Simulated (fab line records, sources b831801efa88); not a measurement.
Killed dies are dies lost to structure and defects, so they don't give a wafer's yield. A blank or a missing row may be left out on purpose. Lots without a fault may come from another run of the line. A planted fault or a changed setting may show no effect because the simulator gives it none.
Problem report in the 8D (eight disciplines) form, filled by code | flow gf180mcu | the parts of the form that need people (team, actions taken, sign-off) are left out

1. THE PROBLEM
cd_nm at GF_M2_CD_MEAS_14 reads a mean of 287.9 nm on 6 wafers of 2 lots; wafers without a fault read 279.9 nm with a standard deviation of 1.3. That is +6.2 standard deviations from the usual mean.
The step: target cd 280 nm.
First seen on wafer L844.2, day 24 10:34, on cd_sem-02. The record holds 36 wafers of 12 lots with a number at this step. Rule for "out", or "out of limits": more than 4 standard deviations from the usual mean. The other wafers with a number count as sound.

2. WHAT IT IS AND WHAT IT IS NOT
question                    | is                     | is not
which readings at this step | cd_nm                  | -
which lots                  | L844, L845             | L832, L833, L835, L836, L837, L839, L842, L850, L851, L852
which wafers of those lots  | all that have a number | -
read on which gauges        | cd_sem-02              | cd_sem-01
when                        | from day 24 10:34      | up to then (21 sound wafers); but 9 sound wafers of L850, L851, L852 came after

3. SUSPECTS, AND WHAT RULES EACH OUT
Counting: a tool at a process step up to the reading stays a suspect if it ran every lot that is out and no sound lot after the first of them.
- the gauge at GF_M2_CD_MEAS_14: ruled out. All the wafers that are out were read on cd_sem-02, but those of them that GF_M2_PEB_12 has rows for are out there too, on other tools.
- plasma_asher-01 at GF_STI_STRIP_15 (strips in O2/N2): ruled out as a lasting fault. Sound lots L852 ran on it after its first lot that is out, L844 (day 5 06:38).
- litho_track-02 at GF_M2_PEB_12 (peb time 90 s): kept. It ran every lot that is out, first L844 (day 24 10:14), and no sound lot after that; its last sound lot up to then is L839 (day 22 13:53). Its own readings are out on those wafers: heater_power_total_W.
Left after counting: litho_track-02 at GF_M2_PEB_12.

4. THE CAUSE (what the simulator had put in)
Process parameter drift: litho_track-02, from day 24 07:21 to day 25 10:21, at GF_M2_PEB_12. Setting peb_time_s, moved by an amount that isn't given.
Counting left only this tool.

5. THE CHAIN OF EFFECTS, in route order
Each row: a reading whose mean over the struck wafers that have a number lies more than 3 standard deviations from the usual. Only readings for which the record gives a usual standard deviation are gone through. hours: the time from each lot's start at the first step in this table that gives one to its start at this step, as a median over the lots. sigmas: the change in usual standard deviations.
hours | step             | reading              | usual    | on struck wafers | change | sigmas
0     | GF_M2_PEB_12     | heater_power_total_W | 85.70 W  | 94.72            | +9.02  | +99 or more
0     | GF_M2_CD_MEAS_14 | cd_nm                | 279.9 nm | 287.9            | +8.1   | +6.2
The process steps in it:
- GF_M2_PEB_12: peb time 90 s.
Later measuring or inspecting steps at which every struck wafer that the step has a row for has a number for every such reading, and none has moved that far: GF_M3_OVL_MEAS_15, GF_V4_OVL_MEAS_15.

6. WHAT WOULD HAVE CAUGHT IT SOONER
In this record the first reading out of limits at a measuring or inspecting step was taken at day 24 10:34, 3 hours after the fault began at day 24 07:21.
The tool's own readings at GF_M2_PEB_12 were out on every struck wafer that the step has a row for (heater_power_total_W): an alarm limit on them would have fired on the first of those.
Of the lots that are out (2), L845 began GF_M2_PEB_12 on litho_track-02 after day 24 10:34. A hold on the tool at that time would have spared it.
